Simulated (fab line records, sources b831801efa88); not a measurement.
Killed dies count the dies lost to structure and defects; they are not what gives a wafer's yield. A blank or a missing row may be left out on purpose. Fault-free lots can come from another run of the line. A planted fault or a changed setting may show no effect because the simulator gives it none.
fab line records	flow sky130
record lots=7	wafers=21	lastDay=51
route steps=708 shown VIA2@523 METAL3@532
lots that met no fault: taken from a fault-free run of the same line
startH: the number of hours between the record's first day and the start of the first shown wafer of the lot	waitH: how many hours have passed since the lot's step before this one	" identical to the entry in the row above	L1.1+2: several wafers, shown together as one row	- no value present, or no start provided	* or withheld: withheld	< > ~ a bound
route shown NAME@n: names a module that has steps shown in the file, with the first one's number in the route	usual: mean and standard deviation over wafers with no fault	same: alike in all rows	chamber/n: place in a boat	sites: each site's reading	_std_site: standard deviation across them	_edge_site: inner sites' mean taken away from outer sites' mean	radiusMm: how far each site lies from the wafer's centre	mask NAME#n: copy n	behind: the tool/chamber that last shaped the wafer	hold: the reason the lot was held/the length of the hold in hours/how it ended	device: whichever transistor did not switch (one of n, p or np)	end of line: the route-end tests of the same wafers	where a step has no rows: the recipe by itself	killed: count of dies lost to structure and defects at first sort (not the wafer's yield)	map: a wafer's dies, x killed, . not, _ none there
set.NAME: setting as actually run; set.NAME@STEP: the setting as run at that earlier step	model.NAME: the simulator's own value behind a step, which no gauge read
lots seen at some steps along the route; tables by step, rows by wafer
services: the hour from which a tool's chamber was out of use, counted from the record's first day as startH (under 0 if before that day), plus the number of hours and why
## steps
# step SKY_VIA2_STRIP_16
# recipe chemistry=O2/N2	powerW=1400	pressureMtorr=1500	platenTempC=withheld	o2FlowSccm=3000	n2FlowSccm=300	overashFraction=0.5
# usual drypumpMotorCurrentA=5.8/0.34	oesProductAu=0.399/0.0047	stripTimeToEndpointS=4.040/0.023
# same overashFraction=0.5
lot.wafer	tool	chamber	startH	waitH	drypumpMotorCurrentA	oesProductAu	rfHoursCounterH	stripTimeToEndpointS
L468.1	plasmaAsher-03	1	869.18	0.1	5.2	0.407	73	4.030
L468.3	"	1	"	"	5.2	0.392	-	4.003
L468.6	"	0	"	"	5.3	0.402	-	4.011
L476.4	plasmaAsher-04	1	931.65	0.1	6.2	0.406	-	4.038
L476.5	"	1	"	"	6.3	0.402	-	4.018
L476.6	"	0	"	"	5.6	0.399	-	4.045
L477.1	plasmaAsher-02	0	939.76	0.0	5.6	0.397	116	4.064
L477.5	"	1	"	"	6.1	0.401	-	4.059
L477.6	"	0	"	"	5.6	0.401	-	4.020
L478.1	plasmaAsher-03	0	945.46	0.0	5.3	0.392	80	4.034
L478.4	"	1	"	"	5.2	0.396	-	4.038
L478.5	"	0	"	"	5.3	0.390	-	4.032
L481.3	plasmaAsher-04	1	962.26	0.1	6.3	0.395	-	4.056
L481.4	"	0	"	"	5.6	0.401	-	4.047
L481.6	"	1	"	"	6.3	0.399	-	4.075
L483.1	plasmaAsher-02	1	979.66	0.0	6.1	0.399	120	4.035
L483.4	"	0	"	"	5.6	0.400	-	4.042
L483.5	"	1	"	"	6.1	0.394	-	4.062
L490.1	plasmaAsher-04	0	1020.36	0.0	5.6	0.403	29	4.056
L490.2	"	1	"	"	6.3	0.394	29	4.045
L490.4	"	0	"	"	5.6	0.405	-	4.082
# step SKY_VIA2_STRIP_17
# recipe chemistry=postEtchResidueRemover	timeS=1200	tempC=72.5
# step SKY_VIA2_CLEAN_18
# recipe chemistry=IPA	timeS=180	tempC=25
# step SKY_VIA2_CLEAN_19
# recipe chemistry=O3/DIW	dry=n2Spin
# step SKY_VIA2_SPUTTER_20
# recipe material=TiN	targetThkNm=20	chamberPressurePa=5	powerW=4000	timeS=80
# step SKY_VIA2_CVD_21
# recipe material=W	targetThkNm=420	timeS=126.4	tempC=400	pressureTorr=40
# usual heaterPowerW=818/120	susceptorTempC=400.00/0.23
lot.wafer	tool	chamber	startH	waitH	heaterPowerW	susceptorTempC
L468.1	cvdW-01	1	869.84	0.0	926	399.88
L468.3	"	0	"	"	635	400.12
L468.6	"	0	"	"	656	400.00
L476.4	cvdW-01	1	932.32	0.1	887	400.11
L476.5	"	1	"	"	855	400.22
L476.6	"	0	"	"	610	399.90
L477.1	cvdW-02	1	940.45	0.0	894	400.06
L477.5	"	0	"	"	845	400.31
L477.6	"	1	"	"	862	400.02
L478.1	cvdW-01	1	946.13	0.0	866	399.93
L478.4	"	0	"	"	615	400.04
L478.5	"	0	"	"	593	400.07
L481.3	cvdW-01	1	962.96	0.1	865	400.13
L481.4	"	0	"	"	598	400.34
L481.6	"	1	"	"	850	399.99
L483.1	cvdW-01	1	980.32	0.0	857	400.21
L483.4	"	1	"	"	871	399.88
L483.5	"	0	"	"	586	399.94
L490.1	cvdW-01	1	1021.06	0.0	862	399.61
L490.2	"	0	"	"	595	400.09
L490.4	"	0	"	"	610	399.95
# step SKY_VIA2_RS_MEAS_22
# recipe thkMeasGauge=four-point-probe	reads=W_of_VIA2_CVD_21+TiN_of_VIA2_SPUTTER_20
# usual VIA2_W_RS=0.271/0.004
lot.wafer	tool	chamber	startH	waitH	VIA2_W_RS[ohm/sq]
L468.1	filmMetro-04	-	869.97	0.1	0.273
L468.3	"	-	"	"	0.268
L468.6	"	-	"	"	0.269
L476.4	filmMetro-02	-	932.46	0.1	0.272
L476.5	"	-	"	"	0.270
L476.6	"	-	"	"	0.266
L477.1	filmMetro-03	-	940.58	0.1	0.274
L477.5	"	-	"	"	0.264
L477.6	"	-	"	"	0.274
L478.1	filmMetro-02	-	946.26	0.1	0.275
L478.4	"	-	"	"	0.269
L478.5	"	-	"	"	0.266
L481.3	filmMetro-02	-	963.09	0.1	0.273
L481.4	"	-	"	"	0.265
L481.6	"	-	"	"	0.275
L483.1	filmMetro-02	-	980.45	0.1	0.275
L483.4	"	-	"	"	0.276
L483.5	"	-	"	"	0.267
L490.1	filmMetro-04	-	1021.19	0.1	0.272
L490.2	"	-	"	"	0.270
L490.4	"	-	"	"	0.266
# step SKY_VIA2_THK_MEAS_23
# recipe thkMeasGauge=xrf	reads=W_of_VIA2_CVD_21
# usual VIA2_W_THK=433/9.6
lot.wafer	tool	chamber	startH	waitH	VIA2_W_THK[nm]
L468.1	filmMetro-04	-	870.09	0.1	432
L468.3	"	-	"	"	447
L468.6	"	-	"	"	442
L476.4	filmMetro-02	-	932.55	0.1	422
L476.5	"	-	"	"	422
L476.6	"	-	"	"	432
L477.1	filmMetro-03	-	940.70	0.1	430
L477.5	"	-	"	"	449
L477.6	"	-	"	"	432
L478.1	filmMetro-02	-	946.38	0.1	418
L478.4	"	-	"	"	425
L478.5	"	-	"	"	431
L481.3	filmMetro-02	-	963.19	0.1	425
L481.4	"	-	"	"	436
L481.6	"	-	"	"	419
L483.1	filmMetro-02	-	980.57	0.1	419
L483.4	"	-	"	"	420
L483.5	"	-	"	"	434
L490.1	filmMetro-04	-	1021.31	0.1	439
L490.2	"	-	"	"	441
L490.4	"	-	"	"	451
# step SKY_VIA2_CMP_24
# recipe stopOn=SiO2	tOverpolishS=20	downForcePsi=3.5	platenRpm=60	targetThkNm=0	padVelocityMS=0.94248
# usual motorCurrentA=11.3/1.4	overpolishRunS=20.000/0.0092	platenRpm=59.99/0.037	slurryFlowMlMin=150.0/0.51	timeToEndpointS=104.0/2.9
lot.wafer	tool	chamber	startH	waitH	motorCurrentA	overpolishRunS	platenRpm	slurryFlowMlMin	timeToEndpointS
L468.3	cmp-01	1	870.20	0.1	11.4	19.998	59.95	149.6	103.2
L468.1	"	2	"	"	11.2	20.003	59.96	149.1	103.6
L468.6	"	1	"	"	10.9	20.000	59.93	149.2	106.3
L476.4	cmp-01	2	932.73	0.2	11.6	19.997	59.97	149.5	104.7
L476.6	"	3	"	"	11.2	19.986	60.05	149.8	109.1
L476.5	"	0	"	"	10.5	20.007	59.97	150.2	105.6
L477.1	cmp-01	3	940.81	0.1	11.4	19.998	60.02	148.9	102.8
L477.6	"	2	"	"	11.7	20.011	60.01	149.7	105.0
L477.5	"	3	"	"	11.9	19.990	60.02	149.9	109.2
L478.1	cmp-01	0	946.54	0.1	10.5	20.013	59.98	149.5	104.6
L478.4	"	1	"	"	11.1	19.998	60.03	149.1	99.5
L478.5	"	2	"	"	11.2	19.993	59.99	150.1	103.4
L481.4	cmp-02	0	963.23	0.0	8.1	20.009	60.01	150.5	101.1
L481.3	"	1	"	"	11.5	20.009	59.96	150.1	99.6
L481.6	"	0	"	"	8.0	19.998	60.01	149.3	101.7
L483.1	cmp-02	2	981.48	0.9	10.4	20.002	60.02	149.8	103.9
L483.4	"	0	"	"	8.6	20.007	60.02	149.6	104.1
L483.5	"	2	"	"	11.2	20.011	59.99	150.0	103.7
L490.2	cmp-02	1	1021.37	0.0	11.7	19.990	60.03	150.1	106.6
L490.1	"	2	"	"	10.9	20.001	59.94	150.3	104.6
L490.4	"	3	"	"	12.7	20.008	59.98	149.7	109.3
# step SKY_METAL3_SPUTTER_00
# recipe material=Ti	targetThkNm=15	powerW=3000	timeS=10	chamberPressurePa=0.4
# step SKY_METAL3_SPUTTER_01
# recipe material=TiN	targetThkNm=20	powerW=6500	timeS=16.7	chamberPressurePa=0.4
# usual cathodeDcPowerW=6500.0/1.2	chamberPressurePa=0.4002/0.0012	throttleValvePct=29.9/0.76
lot.wafer	tool	chamber	startH	waitH	cathodeDcPowerW	chamberPressurePa	throttleValvePct
L468.1	pvdSputter-03	-	870.47	0.0	6501.4	0.3995	29.0
L468.3	"	-	"	"	6498.9	0.4010	29.6
L468.6	"	-	"	"	6499.6	0.3988	29.0
L476.4	pvdSputter-01	-	932.90	0.0	6500.0	0.3994	30.7
L476.5	"	-	"	"	6499.9	0.3992	31.8
L476.6	"	-	"	"	6499.2	0.3998	29.7
L477.1	pvdSputter-04	-	941.08	0.0	6500.7	0.4009	28.9
L477.5	"	-	"	"	6500.2	0.3991	29.8
L477.6	"	-	"	"	6498.6	0.4000	28.9
L478.1	pvdSputter-03	-	946.76	0.0	6498.9	0.4000	29.2
L478.4	"	-	"	"	6501.0	0.4003	29.7
L478.5	"	-	"	"	6499.3	0.4013	31.0
L481.3	pvdSputter-01	-	963.55	0.0	6499.4	0.3999	29.7
L481.4	"	-	"	"	6501.4	0.4013	29.3
L481.6	"	-	"	"	6501.0	0.4000	30.5
L483.1	pvdSputter-03	-	981.80	0.0	6500.0	0.4002	30.7
L483.4	"	-	"	"	6499.6	0.3997	30.7
L483.5	"	-	"	"	6499.9	0.4005	29.5
L490.1	pvdSputter-03	-	1021.69	0.0	6501.0	0.4003	29.8
L490.2	"	-	"	"	6500.8	0.4022	30.6
L490.4	"	-	"	"	6500.2	0.3987	29.6
# step SKY_METAL3_SPUTTER_02
# recipe material=AlCu	targetThkNm=735	powerW=10600	timeS=39.1	chamberPressurePa=0.4
# usual cathodeDcPowerW=10600/2.1	chamberPressurePa=0.4000/0.00074	throttleValvePct=30.0/0.76
lot.wafer	tool	chamber	startH	waitH	cathodeDcPowerW	chamberPressurePa	throttleValvePct
L468.1	pvdSputter-03	-	870.49	0.0	10602	0.3993	29.1
L468.3	"	-	"	"	10600	0.3998	30.0
L468.6	"	-	"	"	10602	0.4006	29.2
L476.4	pvdSputter-01	-	932.93	0.0	10600	0.3999	30.7
L476.5	"	-	"	"	10599	0.4002	31.9
L476.6	"	-	"	"	10597	0.4000	29.4
L477.1	pvdSputter-04	-	941.11	0.0	10603	0.3996	29.0
L477.5	"	-	"	"	10600	0.3991	30.2
L477.6	"	-	"	"	10599	0.4003	29.1
L478.1	pvdSputter-03	-	946.79	0.0	10599	0.4001	29.2
L478.4	"	-	"	"	10601	0.4005	29.8
L478.5	"	-	"	"	10601	0.3994	30.7
L481.3	pvdSputter-01	-	963.58	0.0	10600	0.3997	29.9
L481.4	"	-	"	"	10601	0.4005	29.5
L481.6	"	-	"	"	10599	0.4007	30.6
L483.1	pvdSputter-03	-	981.83	0.0	10600	0.3992	30.9
L483.4	"	-	"	"	10600	0.4003	30.7
L483.5	"	-	"	"	10600	0.3996	29.7
L490.1	pvdSputter-03	-	1021.72	0.0	10600	0.4001	29.6
L490.2	"	-	"	"	10601	0.3994	30.9
L490.4	"	-	"	"	10601	0.3998	29.7
# step SKY_METAL3_SPUTTER_03
# recipe material=Ti	targetThkNm=5	powerW=3000	timeS=3.3	chamberPressurePa=0.4
# usual cathodeDcPowerW=3000.0/0.52	chamberPressurePa=0.4001/0.00073	throttleValvePct=30.0/0.76
lot.wafer	tool	chamber	startH	waitH	cathodeDcPowerW	chamberPressurePa	throttleValvePct
L468.1	pvdSputter-03	-	870.53	0.0	3000.0	0.3997	29.2
L468.3	"	-	"	"	3001.0	0.4015	29.6
L468.6	"	-	"	"	2999.6	0.4012	29.0
L476.4	pvdSputter-01	-	932.97	0.0	-	-	-
L476.5	"	-	"	"	-	-	-
L476.6	"	-	"	"	-	-	-
L477.1	pvdSputter-04	-	941.15	0.0	-	-	-
L477.5	"	-	"	"	-	-	-
L477.6	"	-	"	"	-	-	-
L478.1	pvdSputter-03	-	946.82	0.0	-	-	-
L478.4	"	-	"	"	-	-	-
L478.5	"	-	"	"	-	-	-
L481.3	pvdSputter-01	-	963.62	0.0	3000.0	0.4016	29.7
L481.4	"	-	"	"	3000.1	0.4005	29.2
L481.6	"	-	"	"	3000.8	0.4000	30.4
L483.1	pvdSputter-03	-	981.87	0.0	3000.0	0.4008	31.0
L483.4	"	-	"	"	3000.2	0.3988	30.8
L483.5	"	-	"	"	3001.0	0.4001	29.7
L490.1	pvdSputter-03	-	1021.75	0.0	2999.2	0.4001	29.9
L490.2	"	-	"	"	2999.6	0.3986	30.8
L490.4	"	-	"	"	3000.7	0.3995	29.3
# step SKY_METAL3_SPUTTER_04
# recipe material=TiN	targetThkNm=70	powerW=6500	timeS=58.3	chamberPressurePa=0.4
## services
tool	chamber	startH	hours	kind
pvdSputter-04	-	853.66	4.9	repair
cvdW-01	-	860.38	0.3	repair
plasmaAsher-02	-	864.67	2.8	pm
pvdSputter-01	-	865.90	2.4	repair
pvdSputter-01	-	876.03	14.1	repair
cvdW-02	1	881.34	5.5	repair
pvdSputter-01	-	883.19	3.2	repair
pvdSputter-04	-	884.17	3.1	repair
pvdSputter-03	-	892.49	1.0	repair
cmp-01	-	899.73	6.1	pm
cvdW-01	-	904.09	14.0	pm
cvdW-01	0	904.09	14.0	ventCycle
cmp-01	-	912.00	4.0	pm
cmp-01	-	930.00	1.3	repair
cmp-01	-	949.49	3.7	repair
cmp-02	-	966.63	0.8	repair
cmp-01	-	980.13	2.3	repair
plasmaAsher-03	-	984.82	0.7	repair
cmp-02	-	996.82	0.4	repair
cmp-02	-	997.22	6.5	pm
plasmaAsher-03	-	997.94	0.3	repair
cvdW-01	-	999.35	0.7	repair
plasmaAsher-03	-	1000.28	14.6	pm
plasmaAsher-02	-	1012.35	2.1	repair
## key
firstSign step=SKY_METAL3_SPUTTER_03	reading=toolRecord	direction=missing
effect none on later readings
metAt SKY_METAL3_SPUTTER_03
struckWafers L476.4,L476.5,L476.6,L477.1,L477.5,L477.6,L478.1,L478.4,L478.5
laterRowsLeftOut L476.4,L476.5,L476.6,L477.1,L477.5,L477.6,L478.1,L478.4,L478.5
sortLeftOut L476.4,L476.5,L476.6,L477.1,L477.5,L477.6,L478.1,L478.4,L478.5
onsetBetween 870.53 932.97
fault kind=skippedStepWhole	tool=pvdSputter-01,pvdSputter-03,pvdSputter-04	chamber=-	onsetH=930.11	steps=SKY_METAL3_SPUTTER_03	scope=struckLotsOnly
# sortLeftOut: the simulated sort isn't trusted on such a fault, so these wafers' sort isn't shown, and their yield isn't known
# laterRowsLeftOut: the simulator's readings of these wafers behind a module that went badly wrong aren't trusted and aren't shown, but for the sort
